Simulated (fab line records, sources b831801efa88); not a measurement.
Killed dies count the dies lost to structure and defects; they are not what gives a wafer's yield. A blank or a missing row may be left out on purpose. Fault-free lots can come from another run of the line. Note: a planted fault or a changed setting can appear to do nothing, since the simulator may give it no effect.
Code-filled problem report in 8D (eight disciplines) form | flow sky130 | the parts of the form that need people (team, actions taken, sign-off) are left out

## 1. WHAT IS WRONG
Wafers without a fault read 0.855 a.u., standard deviation 0.0052; oes-product-au at SKY_LOCAL_INTERCONNECT_ETCH_13 reads a mean of 0.903 a.u. on 4 wafers belonging to 3 lots. That is +9.2 standard deviations from the usual mean.
The step: etches BARC in N2/H2, stops on SiO2, time 45.9 s, target depth 60 nm.
First observed at day 34 16:56: wafer L811.6, on rie-metal-02. Wafers with a number at this step in the record: 42, from 15 lots. Rule for "out", or "out of limits": more than 4 standard deviations from the usual mean. All remaining wafers that have a number are taken as sound.

## 2. WHAT IT IS, WHAT IT ISN'T
question                    | is                                       | is not
which readings at this step | oes-product-au                           | drypump-motor-current-A, n2-flow-sccm, throttle-valve-pct
which lots                  | L811, L812, L816                         | L798, L799, L800, L801, L802, L803, L805, L806, L817, L818, L819, L820
which wafers of those lots  | L811.6, L812.3, L812.6, L816.3           | L811.5, L816.2
read on which tools         | rie-metal-02, rie-metal-03, rie-metal-04 | -
when                        | from day 34 16:56                        | up to then (25 sound wafers); but 13 sound wafers of L816, L817, L818, L819, L820 came after

## 3. THE SUSPECTS, EACH WITH WHAT RULES IT OUT
Counting: if a tool at a process step up to the reading ran every lot that is out, it stays a suspect. Sound lots after the first of them don't rule it out here, since some wafers of a struck lot are sound.
- litho-track-04 at SKY_LOCAL_INTERCONNECT_COAT_05 (resist thk 60 nm): kept. It ran every lot that is out, first L811 (day 34 02:53); its last sound lot up to then is L805 (day 32 05:41).
Left after counting: litho-track-04 at SKY_LOCAL_INTERCONNECT_COAT_05.

## 4. THE CAUSE (what the simulator had put in)
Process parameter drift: litho-track-04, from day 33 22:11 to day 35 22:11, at SKY_LOCAL_INTERCONNECT_COAT_05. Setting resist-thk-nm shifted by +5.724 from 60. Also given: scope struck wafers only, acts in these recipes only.
Counting left only this tool.

## 5. THE CHAIN OF EFFECTS, in route order
Each row: a reading whose mean over the struck wafers that have a number lies more than 3 standard deviations from the usual. Only readings for which the record gives a usual standard deviation are gone through. hours: the time from each lot's start at the first step in this table that gives one to its start at this step, as a median over the lots. sigmas: the change in usual standard deviations.
hours | step                            | reading                  | usual      | on struck wafers | change | sigmas
0     | SKY_LOCAL_INTERCONNECT_ETCH_13  | oes-product-au           | 0.855 a.u. | 0.903            | +0.048 | +9.2
0     | SKY_LOCAL_INTERCONNECT_STRIP_15 | strip-time-to-endpoint-s | 4.718 s    | 4.791            | +0.073 | +3.3
The process steps in it:
- SKY_LOCAL_INTERCONNECT_ETCH_13: etches BARC in N2/H2, stops on SiO2, time 45.9 s, target depth 60 nm.
- SKY_LOCAL_INTERCONNECT_STRIP_15: strips in O2/N2.

## 6. WHAT WOULD HAVE CAUGHT IT SOONER
19 hours passed between the start of the fault at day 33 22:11 and the first reading out of limits in this record, taken at day 34 16:56.
Lots out: 3; of these, L816 started SKY_LOCAL_INTERCONNECT_COAT_05 on litho-track-04 after day 34 16:56. A hold on the tool at that time would have spared it.
